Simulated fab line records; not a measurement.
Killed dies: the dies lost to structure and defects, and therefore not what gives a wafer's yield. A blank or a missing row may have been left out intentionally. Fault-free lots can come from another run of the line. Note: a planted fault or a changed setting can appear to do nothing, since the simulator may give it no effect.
A single fault, viewed from 2 desks    flow gf180mcu    each desk has only its own numbers; what lay behind them comes last

TOOL OWNER'S DESK, wet_bench-02
The tool's own readings at GF_SAB_WET_ETCH_12 (etches SiO2 in dHF, target depth 22 nm, time 440 s): means of the sampled wafers that have a number, for each lot that ran on this tool. Marked OUT: a lot whose mean sits more than 4 standard deviations from the usual mean, which makes it out of limits; the brackets give that distance.
Columns: A = bath_heat_duty_pct at GF_SAB_WET_ETCH_12, usual 6.2 %; B = temp_c at GF_SAB_WET_ETCH_12, usual 25.01 C
lot   first seen here  A              B
L878  day 15 07:15     6.3            25.07
L882  day 17 09:53     6.1            24.83
L885  day 18 01:53     0.0 (-10) OUT  19.41 (-51) OUT
L886  day 18 15:49     0.0 (-10) OUT  19.35 (-51) OUT
L899  day 23 04:08     5.3            24.91
This desk finds L885, L886 out of limits, L885 being first, at day 18 01:53 (bath_heat_duty_pct at GF_SAB_WET_ETCH_12). In limits: L878, L882, L899.

THE METROLOGY DESK
Means of the sampled wafers that have a number, per lot and without regard to the tool the lot ran on: this is what the gauges read. Marked OUT: a lot whose mean sits more than 4 standard deviations from the usual mean, which makes it out of limits; the brackets give that distance.
Columns: A = NSD_OVL at GF_NSD_OVL_MEAS_08, usual -1.2 nm; B = NSD_TW at GF_NSD_TW_MEAS_12, usual 4223
lot   first seen here  A     B
L878  day 13 13:38     -1.7  4245
L879  day 14 00:52     -1.4  4190
L881  day 14 15:47     -3.6  4261
L882  day 15 12:31     -3.7  4172
L884  day 15 20:48     -0.5  4249
L885  day 16 01:05     -1.7  4257
L886  day 16 17:16     -1.2  4253
L894  day 19 13:39     -0.7  4190
L895  day 19 19:59     0.2   4185
L897  day 20 06:16     2.1   4158
L896  day 20 10:08     -1.5  4225
L898  day 20 18:22     -0.7  4172
L899  day 21 04:44     -2.0  4230
L900  day 21 10:52     -1.8  4242
Result from this desk: across the 14 lots, nothing is out of limits.

ALL TOGETHER
The tool owner's desk could have raised an alarm at day 18 01:53, on L885, L886.
Metrology desk: nothing out of limits seen.
The metrology desk holds a record of L885, L886, inside its limits.
Of the lots named, all ran GF_SAB_WET_ETCH_12 on wet_bench-02.

WHAT WAS PUT IN BY THE SIMULATOR
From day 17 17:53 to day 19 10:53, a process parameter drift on wet_bench-02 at GF_SAB_WET_ETCH_12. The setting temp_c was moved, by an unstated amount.
Lots struck among those shown: L885, L886.
Time in hours from fault onset to the first out-of-limits reading at each desk: the tool owner's desk, 8.
